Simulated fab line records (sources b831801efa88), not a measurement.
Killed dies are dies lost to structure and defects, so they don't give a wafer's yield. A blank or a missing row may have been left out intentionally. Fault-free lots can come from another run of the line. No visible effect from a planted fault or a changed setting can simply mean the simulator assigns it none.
What tool caused it? / flow gf180mcu / 12 lots, 36 wafers sampled, at 5 steps of a route of 602

== WHAT THE GAUGES READ, wafer by wafer ==
GF_CONTACT_THK_MEAS_01. Usual: CONTACT_CVD_00_THK 300.4 nm, standard deviation 2.8.
lot=L648; measured=day 16 03:50; on=film-metro-03; CONTACT_CVD_00_THK (nm)=304.1 304.8 303.3; flag=
lot=L649; measured=day 16 13:25; on=film-metro-04; CONTACT_CVD_00_THK (nm)=297.5 300.5 299.6; flag=
lot=L650; measured=day 16 22:10; on=film-metro-04; CONTACT_CVD_00_THK (nm)=302.6 304.8 306.1; flag=
lot=L651; measured=day 17 08:55; on=film-metro-03; CONTACT_CVD_00_THK (nm)=303.8 299.6 305.2; flag=
lot=L652; measured=day 17 18:58; on=film-metro-04; CONTACT_CVD_00_THK (nm)=298.4 296.3 294.8; flag=
lot=L653; measured=day 18 04:10; on=film-metro-04; CONTACT_CVD_00_THK (nm)=298.3 298.6 299.0; flag=
lot=L654; measured=day 18 15:12; on=film-metro-04; CONTACT_CVD_00_THK (nm)=301.7 300.4 302.2; flag=
lot=L657; measured=day 19 22:03; on=film-metro-04; CONTACT_CVD_00_THK (nm)=299.8 301.7 299.2; flag=
lot=L662; measured=day 21 10:09; on=film-metro-01; CONTACT_CVD_00_THK (nm)=300.4 300.7 305.6; flag=
lot=L664; measured=day 22 03:49; on=film-metro-04; CONTACT_CVD_00_THK (nm)=301.8 304.5 304.0; flag=
lot=L667; measured=day 23 01:42; on=film-metro-04; CONTACT_CVD_00_THK (nm)=300.7 305.4 303.7; flag=
lot=L668; measured=day 23 13:00; on=film-metro-04; CONTACT_CVD_00_THK (nm)=296.4 297.7 297.4; flag=

GF_CONTACT_CD_MEAS_14: the cd target is 220 nm. Usual: cd-nm reads 220.3 nm (standard deviation 1.8).
lot=L648; measured=day 17 02:41; on=cd-sem-02; cd-nm (nm)=219.1 218.1 218.6; flag=
lot=L649; measured=day 17 13:32; on=cd-sem-02; cd-nm (nm)=218.8 221.1 218.8; flag=
lot=L650; measured=day 17 21:31; on=cd-sem-01; cd-nm (nm)=218.8 220.0 219.9; flag=
lot=L651; measured=day 18 08:55; on=cd-sem-01; cd-nm (nm)=222.8 224.8 224.2; flag=
lot=L652; measured=day 18 19:05; on=cd-sem-02; cd-nm (nm)=217.0 218.6 218.7; flag=
lot=L653; measured=day 19 04:38; on=cd-sem-01; cd-nm (nm)=220.2 221.0 221.1; flag=
lot=L654; measured=day 19 16:24; on=cd-sem-01; cd-nm (nm)=220.0 218.5 218.9; flag=
lot=L657; measured=day 20 23:06; on=cd-sem-01; cd-nm (nm)=220.5 220.6 220.2; flag=
lot=L662; measured=day 22 10:07; on=cd-sem-02; cd-nm (nm)=219.8 218.5 219.8; flag=
lot=L664; measured=day 23 03:10; on=cd-sem-02; cd-nm (nm)=218.9 218.7 217.6; flag=
lot=L667; measured=day 24 01:22; on=cd-sem-01; cd-nm (nm)=219.2 219.3 219.3; flag=
lot=L668; measured=day 24 11:06; on=cd-sem-02; cd-nm (nm)=220.8 221.9 221.0; flag=

GF_M1_RS_MEAS_05: uses a four-point probe to measure. Usual: M1_ALCU_RS 0.0699 ohm/sq, standard deviation 0.00071.
lot=L648; measured=day 17 04:11; on=film-metro-03; M1_ALCU_RS (ohm/sq)=0.0694 0.0696 0.0693; flag=
lot=L649; measured=day 17 15:03; on=film-metro-02; M1_ALCU_RS (ohm/sq)=0.0699 0.0693 0.0696; flag=
lot=L650; measured=day 17 23:02; on=film-metro-03; M1_ALCU_RS (ohm/sq)=0.0684 0.0696 0.0697; flag=
lot=L651; measured=day 18 10:25; on=film-metro-01; M1_ALCU_RS (ohm/sq)=0.0688 0.0688 0.0684; flag=
lot=L652; measured=day 18 20:44; on=film-metro-01; M1_ALCU_RS (ohm/sq)=0.0692 0.0697 0.0700; flag=
lot=L653; measured=day 19 06:09; on=film-metro-01; M1_ALCU_RS (ohm/sq)=0.0698 0.0694 0.0694; flag=
lot=L654; measured=day 19 17:57; on=film-metro-01; M1_ALCU_RS (ohm/sq)=0.0697 0.0693 0.0691; flag=
lot=L657; measured=day 21 00:37; on=film-metro-02; M1_ALCU_RS (ohm/sq)=0.0695 0.0696 0.0704; flag=
lot=L662; measured=day 22 11:38; on=film-metro-01; M1_ALCU_RS (ohm/sq)=0.0690 0.0677 0.0672; flag=
lot=L664; measured=day 23 04:51; on=film-metro-01; M1_ALCU_RS (ohm/sq)=0.0678 0.0672 0.0686; flag=
lot=L667; measured=day 24 02:53; on=film-metro-02; M1_ALCU_RS (ohm/sq)=0.0695 0.0695 0.0694; flag=
lot=L668; measured=day 24 12:43; on=film-metro-03; M1_ALCU_RS (ohm/sq)=0.0701 0.0701 0.0707; flag=

== WHICH TOOL RAN EACH LOT (tool, then ch and the chambers of the sampled wafers, then the start) ==
lot=L648; GF_CONTACT_SPUTTER_22=pvd-sputter-03, day 17 03:15; GF_M1_SPUTTER_02=pvd-sputter-01, day 17 04:04
lot=L649; GF_CONTACT_SPUTTER_22=pvd-sputter-03, day 17 14:05; GF_M1_SPUTTER_02=pvd-sputter-04, day 17 14:54
lot=L650; GF_CONTACT_SPUTTER_22=pvd-sputter-02, day 17 22:05; GF_M1_SPUTTER_02=pvd-sputter-03, day 17 22:53
lot=L651; GF_CONTACT_SPUTTER_22=pvd-sputter-01, day 18 09:30; GF_M1_SPUTTER_02=pvd-sputter-03, day 18 10:19
lot=L652; GF_CONTACT_SPUTTER_22=pvd-sputter-01, day 18 19:43; GF_M1_SPUTTER_02=pvd-sputter-04, day 18 20:32
lot=L653; GF_CONTACT_SPUTTER_22=pvd-sputter-03, day 19 05:15; GF_M1_SPUTTER_02=pvd-sputter-01, day 19 06:04
lot=L654; GF_CONTACT_SPUTTER_22=pvd-sputter-02, day 19 17:03; GF_M1_SPUTTER_02=pvd-sputter-03, day 19 17:52
lot=L657; GF_CONTACT_SPUTTER_22=pvd-sputter-03, day 20 23:41; GF_M1_SPUTTER_02=pvd-sputter-01, day 21 00:30
lot=L662; GF_CONTACT_SPUTTER_22=pvd-sputter-01, day 22 10:44; GF_M1_SPUTTER_02=pvd-sputter-04, day 22 11:33
lot=L664; GF_CONTACT_SPUTTER_22=pvd-sputter-02, day 23 03:47; GF_M1_SPUTTER_02=pvd-sputter-04, day 23 04:46
lot=L667; GF_CONTACT_SPUTTER_22=pvd-sputter-02, day 24 01:58; GF_M1_SPUTTER_02=pvd-sputter-01, day 24 02:47
lot=L668; GF_CONTACT_SPUTTER_22=pvd-sputter-03, day 24 11:43; GF_M1_SPUTTER_02=pvd-sputter-01, day 24 12:37
- GF_CONTACT_SPUTTER_22: material Ti, target thk 15 nm, time 80.02 s.
- GF_M1_SPUTTER_02: material AlCu, target thk 450 nm, time 23.9 s.

== WHAT THE TOOLS THEMSELVES READ (means of the sampled wafers that have a number; where no wafer has one, the mark that the record gives instead) ==
GF_CONTACT_SPUTTER_22. Usual: cathode-dc-power-W 2500.0 W, standard deviation 0.46; throttle-valve-pct 30.1 %, standard deviation 0.95.
lot=L648; tool=pvd-sputter-03; cathode-dc-power-W (W)=2499.6; throttle-valve-pct (%)=29.9; flag=
lot=L649; tool=pvd-sputter-03; cathode-dc-power-W (W)=2500.0; throttle-valve-pct (%)=30.1; flag=
lot=L650; tool=pvd-sputter-02; cathode-dc-power-W (W)=2500.4; throttle-valve-pct (%)=30.2; flag=
lot=L651; tool=pvd-sputter-01; cathode-dc-power-W (W)=2499.9; throttle-valve-pct (%)=30.3; flag=
lot=L652; tool=pvd-sputter-01; cathode-dc-power-W (W)=2499.8; throttle-valve-pct (%)=29.6; flag=
lot=L653; tool=pvd-sputter-03; cathode-dc-power-W (W)=2500.2; throttle-valve-pct (%)=29.6; flag=
lot=L654; tool=pvd-sputter-02; cathode-dc-power-W (W)=2499.9; throttle-valve-pct (%)=29.9; flag=
lot=L657; tool=pvd-sputter-03; cathode-dc-power-W (W)=2499.6; throttle-valve-pct (%)=30.3; flag=
lot=L662; tool=pvd-sputter-01; cathode-dc-power-W (W)=2500.2; throttle-valve-pct (%)=30.3; flag=
lot=L664; tool=pvd-sputter-02; cathode-dc-power-W (W)=2499.9; throttle-valve-pct (%)=29.5; flag=
lot=L667; tool=pvd-sputter-02; cathode-dc-power-W (W)=2500.2; throttle-valve-pct (%)=29.8; flag=
lot=L668; tool=pvd-sputter-03; cathode-dc-power-W (W)=2499.9; throttle-valve-pct (%)=29.2; flag=

GF_M1_SPUTTER_02. Usual: cathode-dc-power-W 10600 W, standard deviation 1.8; throttle-valve-pct 30.3 %, standard deviation 0.74.
lot=L648; tool=pvd-sputter-01; cathode-dc-power-W (W)=10600; throttle-valve-pct (%)=30.4; flag=
lot=L649; tool=pvd-sputter-04; cathode-dc-power-W (W)=10599; throttle-valve-pct (%)=30.4; flag=
lot=L650; tool=pvd-sputter-03; cathode-dc-power-W (W)=10600; throttle-valve-pct (%)=29.9; flag=
lot=L651; tool=pvd-sputter-03; cathode-dc-power-W (W)=10600; throttle-valve-pct (%)=30.1; flag=
lot=L652; tool=pvd-sputter-04; cathode-dc-power-W (W)=10600; throttle-valve-pct (%)=30.3; flag=
lot=L653; tool=pvd-sputter-01; cathode-dc-power-W (W)=10600; throttle-valve-pct (%)=31.2; flag=
lot=L654; tool=pvd-sputter-03; cathode-dc-power-W (W)=10600; throttle-valve-pct (%)=30.5; flag=
lot=L657; tool=pvd-sputter-01; cathode-dc-power-W (W)=10600; throttle-valve-pct (%)=30.3; flag=
lot=L662; tool=pvd-sputter-04; cathode-dc-power-W (W)=10872; throttle-valve-pct (%)=30.4; flag=OFF
lot=L664; tool=pvd-sputter-04; cathode-dc-power-W (W)=10870; throttle-valve-pct (%)=30.3; flag=OFF
lot=L667; tool=pvd-sputter-01; cathode-dc-power-W (W)=10599; throttle-valve-pct (%)=30.3; flag=
lot=L668; tool=pvd-sputter-01; cathode-dc-power-W (W)=10601; throttle-valve-pct (%)=30.1; flag=

== THE ANSWER, worked out from the rows above alone ==
Rule: take the mean of a lot's wafers that have a number; if it is more than 3 standard deviations from the usual mean, the lot is off. Also off: a lot with no number at a reading for which 4 or more lots have one. Any other lot the step has rows for is counted as sound. After the gauges, taken in route order, come the tools' own readings; for these a lot's mean is taken, as printed above. The first step at which some lot is off is used, and at that step the reading that is off furthest; a lot without a number counts as furthest.
Off at GF_M1_SPUTTER_02 (cathode-dc-power-W): L662, L664.
A tool fits if, at that step or a process step before it, it ran every lot that is off, and no sound lot after the first of them. One fits: GF_M1_SPUTTER_02 on pvd-sputter-04. Its last sound lot is L652 (day 18 20:32), its first lot that is off L662 (day 22 11:33): a fault that began between those two fits.
On the lots that are off, the tool's own readings at GF_M1_SPUTTER_02 differ by more than 5 times the standard deviation of the sound lots' means, which bears it out; cathode-dc-power-W reads 10871 W there versus 10600 W on the sound lots.

== WHAT WAS PUT IN BY THE SIMULATOR ==
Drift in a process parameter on pvd-sputter-04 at GF_M1_SPUTTER_02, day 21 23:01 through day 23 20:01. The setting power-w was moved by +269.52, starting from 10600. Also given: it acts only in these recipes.
Lots struck among those shown: L662, L664. This agrees with what the rule above found.
